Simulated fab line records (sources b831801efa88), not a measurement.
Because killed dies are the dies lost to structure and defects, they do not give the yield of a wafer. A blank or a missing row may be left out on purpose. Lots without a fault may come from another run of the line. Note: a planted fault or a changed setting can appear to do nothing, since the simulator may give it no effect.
The tool behind it: which one? :: flow gf180mcu :: Sampling: 15 lots, 43 wafers, 2 of 602 route steps

WHAT EACH GAUGE READ, for each wafer
GF_HV_LDD_CD_MEAS_07: target cd 400 nm. Usual: cd nm reads 400.0 nm (standard deviation 2.1).
lot: L678
measured: day 9 23:46
on: cd sem-02
cd nm (nm): 400.0 399.9 400.0
flag: 

lot: L680
measured: day 10 18:40
on: cd sem-01
cd nm (nm): 399.7 400.7 400.3
flag: 

lot: L681
measured: day 11 02:16
on: cd sem-01
cd nm (nm): 395.3 396.1 395.9
flag: 

lot: L683
measured: day 11 17:21
on: cd sem-01
cd nm (nm): 404.9 404.8 404.3
flag: 

lot: L684
measured: day 11 21:57
on: cd sem-01
cd nm (nm): 399.7 399.2 400.3
flag: 

lot: L686
measured: day 12 15:14
on: cd sem-02
cd nm (nm): 398.9 400.7 398.8
flag: 

lot: L687
measured: day 12 17:55
on: cd sem-02
cd nm (nm): 402.3 401.3 397.8
flag: 

lot: L688
measured: day 13 02:11
on: cd sem-01
cd nm (nm): 400.6 400.5 400.3
flag: 

lot: L689
measured: day 13 07:29
on: cd sem-02
cd nm (nm): 398.3 399.3 400.4
flag: 

lot: L690
measured: day 13 14:47
on: cd sem-02
cd nm (nm): 401.1 400.7 400.2
flag: 

lot: L691
measured: day 13 21:30
on: cd sem-01
cd nm (nm): 400.2 399.8 397.9
flag: 

lot: L692
measured: day 14 12:27
on: cd sem-01
cd nm (nm): 400.3 400.2 400.4
flag: 

lot: L693
measured: day 14 19:17
on: cd sem-01
cd nm (nm): 333.4 332.0
flag: OFF

lot: L694
measured: day 14 21:09
on: cd sem-02
cd nm (nm): 399.4 330.7
flag: OFF

lot: L697
measured: day 16 00:32
on: cd sem-01
cd nm (nm): 335.3 335.0 399.6
flag: OFF

EACH LOT AND THE TOOL THAT RAN IT (in order: tool; ch and the chambers of the sampled wafers; start)
lot: L678
GF_HV_LDD_DEVELOP_06: litho track-01 ch 0, day 9 23:37

lot: L680
GF_HV_LDD_DEVELOP_06: litho track-01 ch 0, day 10 18:31

lot: L681
GF_HV_LDD_DEVELOP_06: litho track-01 ch 0, day 11 02:01

lot: L683
GF_HV_LDD_DEVELOP_06: litho track-01 ch 0, day 11 17:13

lot: L684
GF_HV_LDD_DEVELOP_06: litho track-03 ch 0, day 11 21:43

lot: L686
GF_HV_LDD_DEVELOP_06: litho track-02 ch 0, day 12 15:05

lot: L687
GF_HV_LDD_DEVELOP_06: litho track-01 ch 0, day 12 17:46

lot: L688
GF_HV_LDD_DEVELOP_06: litho track-02 ch 0, day 13 02:02

lot: L689
GF_HV_LDD_DEVELOP_06: litho track-02 ch 0, day 13 07:20

lot: L690
GF_HV_LDD_DEVELOP_06: litho track-02 ch 0, day 13 14:38

lot: L691
GF_HV_LDD_DEVELOP_06: litho track-01 ch 0, day 13 21:21

lot: L692
GF_HV_LDD_DEVELOP_06: litho track-01 ch 0, day 14 12:18

lot: L693
GF_HV_LDD_DEVELOP_06: litho track-01 ch 0, day 14 19:09

lot: L694
GF_HV_LDD_DEVELOP_06: litho track-01 ch 0, day 14 21:00

lot: L697
GF_HV_LDD_DEVELOP_06: litho track-01 ch 0, day 16 00:24
- GF_HV_LDD_DEVELOP_06: develop time 60 s.

AS READ BY THE TOOLS THEMSELVES (means over the sampled wafers that have a number; for cases with no such wafer, the mark the record gives instead)
The record holds no such reading with a usual standard deviation.

THE ANSWER, worked out from the rows above alone
Rule: lot off if the mean of its wafers having a number is beyond 3 standard deviations from the usual mean. A lot without any number at a reading at which 4 lots or more have one is off too. Where the step has rows for the other lots, those lots are counted as sound. The gauges are gone through in route order, then the tools' own readings, and for those a lot's mean is taken as printed above. The first step at which some lot is off is used, and at that step the reading that is off furthest; a lot without a number counts as furthest.
Off at GF_HV_LDD_CD_MEAS_07 (cd nm): L693, L694, L697.
If a tool, at a process step before that reading, ran all the lots that are off and no sound lot after the first of them, it fits. Those tools and the gauges at GF_HV_LDD_CD_MEAS_07 are tried in the same way. One candidate fits, namely litho track-01 at GF_HV_LDD_DEVELOP_06. A fault onset in the window from L692 (day 14 12:18, its last sound lot) to L693 (day 14 19:09, its first lot off) fits.

WHAT HAD BEEN PUT IN BY THE SIMULATOR
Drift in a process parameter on litho track-01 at GF_HV_LDD_DEVELOP_06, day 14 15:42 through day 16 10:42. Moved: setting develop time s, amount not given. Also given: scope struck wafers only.
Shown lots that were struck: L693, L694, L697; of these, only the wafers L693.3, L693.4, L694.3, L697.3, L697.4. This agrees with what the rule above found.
